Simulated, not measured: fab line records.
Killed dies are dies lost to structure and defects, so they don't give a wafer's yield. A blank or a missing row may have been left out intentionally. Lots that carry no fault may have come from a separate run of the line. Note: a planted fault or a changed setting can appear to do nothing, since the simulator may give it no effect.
Which tool was responsible?	flow gf180mcu	11 lots, 33 wafers sampled, at 3 steps of a route of 602

WHAT THE GAUGES SHOWED, per wafer
GF_V4_THK_MEAS_03. Usual: for V4_CVD_02_THK the level is 848 nm and the standard deviation is 12.
lot	measured	on	V4_CVD_02_THK (nm)	flag
L630	day 23 11:02	film-metro-03	840 841 846	
L631	day 23 16:24	film-metro-04	835 833 855	
L633	day 24 13:32	film-metro-04	852 848 868	
L634	day 24 21:29	film-metro-01	859 873 857	
L635	day 25 06:35	film-metro-04	839 850 850	
L640	day 26 21:27	film-metro-04	848 858 863	
L642	day 27 09:11	film-metro-03	880 874 900	OFF
L645	day 28 11:58	film-metro-01	878 883 895	OFF
L646	day 28 14:59	film-metro-01	847 828 840	
L649	day 29 10:47	film-metro-04	843 847 859	
L653	day 30 15:29	film-metro-03	837 834 848	

EACH LOT AND THE TOOL THAT RAN IT (in order: tool; ch and the chambers of the sampled wafers; start)
lot	GF_V3_ETCH_16	GF_V4_CVD_02
L630	rie-diel-01 ch 0,1,3, day 22 10:11	pecvd-01 ch 0,1,2, day 23 10:58
L631	rie-diel-04 ch 0,1, day 22 14:47	pecvd-02 ch 0,1,2, day 23 16:20
L633	rie-diel-03 ch 1,2, day 23 12:40	pecvd-03 ch 1,2, day 24 13:28
L634	rie-diel-04 ch 0,3, day 23 21:32	pecvd-02 ch 1,2, day 24 21:25
L635	rie-diel-04 ch 0,2, day 24 06:30	pecvd-01 ch 0,1, day 25 06:28
L640	rie-diel-01 ch 2,3, day 25 21:52	pecvd-03 ch 0,2, day 26 21:22
L642	rie-diel-01 ch 0,1, day 26 10:14	pecvd-03 ch 0,1,2, day 27 09:07
L645	rie-diel-01 ch 0,2,3, day 27 12:09	pecvd-03 ch 0,1,2, day 28 11:54
L646	rie-diel-01 ch 1,2,3, day 27 17:38	pecvd-01 ch 0,1,2, day 28 14:54
L649	rie-diel-04 ch 0,1,2, day 28 12:55	pecvd-01 ch 1,2, day 29 10:43
L653	rie-diel-04 ch 0,1,2, day 29 18:14	pecvd-01 ch 0,2, day 30 15:26
- GF_V3_ETCH_16: etches BARC in N2/H2.
- GF_V4_CVD_02: deposits SiO2 from TEOS, target thk 850 nm, time 94.851 s.

AS READ BY THE TOOLS THEMSELVES (means over the sampled wafers that have a number; for cases with no such wafer, the mark the record gives instead)
GF_V3_ETCH_16. Usual: drypump-motor-current-A 6.2 A, standard deviation 0.33; h2-flow-sccm 199.9 sccm, standard deviation 0.62; n2-flow-sccm 100.0 sccm, standard deviation 0.31; oes-product-au 0.855 a.u., standard deviation 0.0046; rf-fwd-power-W 493.9 W, standard deviation 2.5; throttle-valve-pct 13.224 %, standard deviation 0.0092.
lot	tool	drypump-motor-current-A (A)	h2-flow-sccm (sccm)	n2-flow-sccm (sccm)	oes-product-au (a.u.)	rf-fwd-power-W (W)	throttle-valve-pct (%)	flag
L630	rie-diel-01	6.4	199.9	99.9	0.851	493.1	13.224	
L631	rie-diel-04	6.3	199.8	100.2	0.853	493.5	13.231	
L633	rie-diel-03	5.5	199.9	100.1	0.859	494.5	13.229	
L634	rie-diel-04	6.5	199.5	99.7	0.853	497.5	13.214	
L635	rie-diel-04	6.5	199.8	100.3	0.852	497.2	13.217	
L640	rie-diel-01	6.0	200.1	100.0	0.853	490.2	13.218	
L642	rie-diel-01	6.4	200.0	100.2	0.856	492.1	13.225	
L645	rie-diel-01	6.2	199.3	100.1	0.853	493.1	13.226	
L646	rie-diel-01	6.1	199.4	100.2	0.851	491.7	13.233	
L649	rie-diel-04	6.3	199.7	99.9	0.857	495.0	13.231	
L653	rie-diel-04	6.3	200.1	99.9	0.856	494.5	13.224	

GF_V4_CVD_02. Usual: heater-power-outer-w 365 W, standard deviation 58; heater-power-w 637 W, standard deviation 78; rf-fwd-power-W 596.3 W, standard deviation 2; susceptor-temp-C 400.02 C, standard deviation 0.22.
lot	tool	heater-power-outer-w (W)	heater-power-w (W)	rf-fwd-power-W (W)	susceptor-temp-C (C)	flag
L630	pecvd-01	409	693	598.2	400.12	
L631	pecvd-02	402	688	596.9	400.09	
L633	pecvd-03	364	637	595.6	400.15	
L634	pecvd-02	431	738	597.2	399.88	
L635	pecvd-01	314	598	595.1	400.00	
L640	pecvd-03	361	605	596.4	400.07	
L642	pecvd-03	308	557	694.0	400.06	OFF
L645	pecvd-03	341	601	692.1	399.84	OFF
L646	pecvd-01	388	652	595.6	399.76	
L649	pecvd-01	441	723	594.9	399.95	
L653	pecvd-01	408	686	593.8	400.00	

THE ANSWER, worked out from the rows above alone
Rule: a lot counts as off when the mean over its wafers that have a number is more than 3 standard deviations away from the usual mean. Also off: a lot with no number at a reading for which 4 or more lots have one. The other lots that the step has rows for count as sound. After the gauges, taken in route order, come the tools' own readings; for these a lot's mean is taken, as printed above. The first step at which some lot is off is used, and at that step the reading that is off furthest; a lot without a number counts as furthest.
Off: at GF_V4_THK_MEAS_03 (V4_CVD_02_THK), L642, L645.
A tool fits if, at a process step before that reading, it ran every lot that is off, and no sound lot after the first of them. The gauges at GF_V4_THK_MEAS_03 aren't tried: what is off there is off at GF_V4_CVD_02 too, on other tools, and a gauge's error can't cause that. One fits: GF_V4_CVD_02 on pecvd-03. A fault onset in the window from L640 (day 26 21:22, its last sound lot) to L642 (day 27 09:07, its first lot off) fits.
On the lots that are off, the tool's own readings at GF_V4_CVD_02 differ by more than 5 times the standard deviation of the sound lots' means, which bears it out; rf-fwd-power-W reads 693.0 W there versus 596.0 W on the sound lots.

WHAT WAS PUT IN BY THE SIMULATOR
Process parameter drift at GF_V4_CVD_02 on pecvd-03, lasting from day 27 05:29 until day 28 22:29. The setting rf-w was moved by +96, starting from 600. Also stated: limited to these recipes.
Shown lots that were struck: L642, L645. The rule given above showed the same thing.
